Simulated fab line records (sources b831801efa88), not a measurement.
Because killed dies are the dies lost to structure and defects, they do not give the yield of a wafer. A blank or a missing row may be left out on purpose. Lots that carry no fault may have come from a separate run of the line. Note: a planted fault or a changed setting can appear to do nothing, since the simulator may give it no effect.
A lot that was struck, set against a sound lot -- flow gf180mcu -- 16 steps out of a route of 602
Sound: wafers L638.1, L638.2, L638.3. Struck: wafer L644.2. (L644.3, L644.6 of the same lot were not struck and are left out.) The cause comes at the end.
Per side, at each step with rows, come the tool, then ch with its chambers, and then its first start. Under that, the readings that differ: sound wafers -- struck wafers -- difference of the means -- sigmas: that difference in standard deviations of wafers without a fault.
alike: words and numbers the same on both sides, and readings whose means are apart by under 2 such deviations; not compared: readings that were withheld, readings missing a value for some wafer, numbers with overlapping values and no deviation given by the record, and bounds like >300 which may hide the same value.
Wherever a step has rows on one side only, a row that says differs or no value, or a row with sigmas, the two part there. Non-overlapping numbers with no deviation appear without sigmas and do not part them. Lack of a reading on every wafer of one side parts them only where that side has two or more wafers.

GF_MIM_STRIP_20: strips in O2/N2.
  sound on plasma-asher-01 ch 0,1, day 27 02:57; struck on plasma-asher-03 ch 1, day 29 04:48
reading,sound,struck,difference,sigmas
drypump-motor-current-A (A),5.5 5.2 5.2,6.7,+1.4,+3
  alike: chamber-pressure-mTorr, heater-power-w, n2-flow-sccm, oes-product-au, strip-time-to-endpoint-s
  not compared: rf-hours-counter-h
then, 9 steps without rows for these wafers: GF_MIM_STRIP_21 (strips in post etch residue remover, time 1200 s); GF_MIM_CLEAN_22 (cleans in DIW); GF_M5_DEHYDRATE_00 (time 60 s); GF_M5_HMDS_01 (prime time 60 s); GF_M5_COAT_02 (resist thk 1000 nm); GF_M5_SOFTBAKE_03 (time 60 s); GF_M5_EXPOSE_04 (exposes mask Metal5, target cd 280 nm); GF_M5_PEB_05 (peb time 90 s); GF_M5_DEVELOP_06 (develop time 60 s).
GF_M5_CD_MEAS_07: the cd target is 280 nm.
  struck on cd-sem-02, day 29 23:39; sound on cd-sem-01, day 27 23:07
  alike: cd-nm
GF_M5_OVL_MEAS_08:
  struck on overlay-02, day 29 23:45; sound on overlay-01, day 27 23:14
  alike: M5_OVL
GF_M5_ETCH_09: etches Si3N4 in CF4/O2, target depth 52 nm, time 11.6 s.
  sound on rie-diel-03 ch 0,2,3, day 27 23:16; struck on rie-diel-03 ch 1, day 29 23:47
reading,sound,struck,difference,sigmas
model.etch.depth-nm (nm),53 52.48 52.1,35.65,-16.88,
model.KrF_of_M5_COAT_02.thk-nm (nm),951.9 953.7 957.1,963.6,+9.4,
  alike: chamber-pressure-mTorr, drypump-motor-current-A, oes-product-au, throttle-valve-pct
  not compared: rf-hours-counter-h
GF_M5_METAL_ETCH_10: etches the open film in Cl2/BCl3, stops on SiO2, target depth 750.8 nm, time 125.1 s.
  sound on rie-metal-04 ch 1, day 27 23:17; struck on rie-metal-04 ch 0, day 29 23:51
reading,sound,struck,difference,sigmas
drypump-motor-current-A (A),6.1 6.1 6.1,5.4,-0.7,-2
model.KrF_of_M5_COAT_02.thk-nm (nm),641.7 643.3 650.5,659.3,+14.1,
  alike: bcl3-flow-sccm, chamber-pressure-mTorr, oes-product-au, throttle-valve-pct
  not compared: rf-hours-counter-h
GF_M5_STRIP_11: strips in O2/N2.
  sound on plasma-asher-03 ch 0,1, day 27 23:33; struck on plasma-asher-03 ch 0, day 30 00:04
reading,sound,struck,difference,sigmas
strip-time-to-endpoint-s (s),6.95 6.98 7.04,7.14,+0.15,+3
  alike: chamber-pressure-mTorr, drypump-motor-current-A, heater-power-w, n2-flow-sccm, oes-product-au
  not compared: rf-hours-counter-h
-- the record jumps here: 2 days lie between the struck wafers' starts before and after (it left off in module M5 and takes up again in module PASSIVATION, whose first step shown is number 602 of the route) --
GF_PASSIVATION_PROBE_99:
  only the struck wafers here have rows in the record (prober-01, day 32 11:04); the sound ones have none

## WHERE THEY PART
First at GF_MIM_STRIP_20; last, within this record, at GF_PASSIVATION_PROBE_99.

WHY: whatever the simulator had introduced
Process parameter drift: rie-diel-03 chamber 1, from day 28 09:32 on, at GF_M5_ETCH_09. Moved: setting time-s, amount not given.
